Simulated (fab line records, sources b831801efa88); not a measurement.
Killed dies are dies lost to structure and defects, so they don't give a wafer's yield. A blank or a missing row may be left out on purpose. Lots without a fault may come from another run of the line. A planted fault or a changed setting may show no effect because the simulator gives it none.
A struck lot beside a sound one | flow gf180mcu | 16 steps out of a route of 602
Sound: wafers L505.1, L505.2, L505.5. Struck: wafers L502.1, L502.4, L502.6. The cause comes at the end.
At each step with rows: each side's tool, then ch and its chambers, then its first start. Under that, the readings that differ: sound wafers | struck wafers | difference of the means | sigmas: that difference in standard deviations of wafers without a fault.
alike: readings whose means differ by less than 2 such deviations, and words and numbers that are the same on both sides. not compared: withheld readings, readings that some wafer has no value for, bounds like >300 that may hide the same value, and numbers for which the record gives no deviation and whose values overlap.
The two part at a step that has a row with sigmas, a row that says differs or no value, or rows on one side only. Numbers that don't overlap but have no deviation are shown without sigmas and don't part them. A reading that every wafer of one side lacks parts them only if that side has two wafers or more.

first, 3 steps without rows for these wafers: GF_M5_EXPOSE_04 (exposes mask Metal5, target cd 280 nm); GF_M5_PEB_05 (peb time 90 s); GF_M5_DEVELOP_06 (develop time 60 s).
GF_M5_CD_MEAS_07: target cd 280 nm.
  sound on cd_sem-02, day 31 15:16; struck on cd_sem-01, day 30 21:34
  reading    | sound             | struck            | difference | sigmas
  cd_nm (nm) | 280.1 278.7 279.3 | 282.2 280.6 282.1 | +2.3       | +2
GF_M5_OVL_MEAS_08:
  sound on overlay-01, day 31 15:23; struck on overlay-02, day 30 21:41
  reading     | sound    | struck | difference | sigmas
  M5_OVL (nm) | -4 -9 -7 | 5 8 3  | +12        | +3
GF_M5_ETCH_09: etches Si3N4 in CF4/O2, target depth 52 nm, time 11.6 s.
  sound on rie_diel-02 ch 0,3, day 31 15:26; struck on rie_diel-02 ch 0,3, day 30 21:43
  alike: bias_w, drypump_motor_current_A, oes_product_au, throttle_valve_pct
  not compared: rf_hours_counter_h
GF_M5_METAL_ETCH_10: etches the open film in Cl2/BCl3, stops on SiO2, target depth 750.8 nm, time 125.1 s.
  sound on rie_metal-01 ch 0,1, day 31 15:27; struck on rie_metal-01 ch 0,1, day 30 21:44
  alike: bias_w, drypump_motor_current_A, oes_product_au, throttle_valve_pct
  not compared: rf_hours_counter_h
GF_M5_STRIP_11: strips in O2/N2.
  sound on plasma_asher-04 ch 0,1, day 31 15:35; struck on plasma_asher-01 ch 0,1, day 30 21:52
  alike: drypump_motor_current_A, heater_power_w, o2_flow_sccm, oes_product_au, strip_time_to_endpoint_s
  not compared: rf_hours_counter_h
then, 3 steps without rows for these wafers: GF_M5_STRIP_12 (strips in post etch residue remover, time 1200 s); GF_M5_CLEAN_13 (cleans in DIW); GF_V5_CVD_00 (deposits SiO2, target thk 300 nm, time 50 s).
GF_V5_THK_MEAS_01:
  sound on film_metro-02, day 31 16:10; struck on film_metro-03, day 30 22:26
  alike: V5_CVD_00_THK
GF_V5_CVD_02: deposits SiO2 from TEOS, target thk 1450 nm, time 163.28 s.
  sound on pecvd-04 ch 1,2, day 31 16:13; struck on pecvd-01 ch 1,2, day 30 22:30
  reading                             | sound             | struck            | difference | sigmas
  rf_fwd_power_W (W)                  | 599.7 595.0 598.3 | 356.0 356.3 357.5 | -241.1     | -99 or more
  model.SiO2_of_V5_CVD_02.thk_nm (nm) | 1450 1470 1469    | 1233 1259 1268    | -210       |
  alike: heater_power_outer_w, heater_power_w
GF_V5_THK_MEAS_03:
  sound on film_metro-04, day 31 16:20; struck on film_metro-02, day 30 22:37
  reading            | sound          | struck         | difference | sigmas
  V5_CVD_02_THK (nm) | 1449 1469 1470 | 1232 1259 1269 | -209       | -11
GF_V5_CMP_04: polishes SiO2.
  sound on cmp-02 ch 0,2,3, day 31 16:29; struck on cmp-01 ch 0,1,2, day 30 22:40
  alike: motor_current_A
then, 1 step without rows for these wafers: GF_PASSIVATION_PROBE_99.

WHERE THEY PART
First at GF_M5_CD_MEAS_07; last, within this record, at GF_V5_THK_MEAS_03. Later steps at which nothing parts them and some readings are alike: GF_V5_CMP_04.

WHY: what the simulator had put in
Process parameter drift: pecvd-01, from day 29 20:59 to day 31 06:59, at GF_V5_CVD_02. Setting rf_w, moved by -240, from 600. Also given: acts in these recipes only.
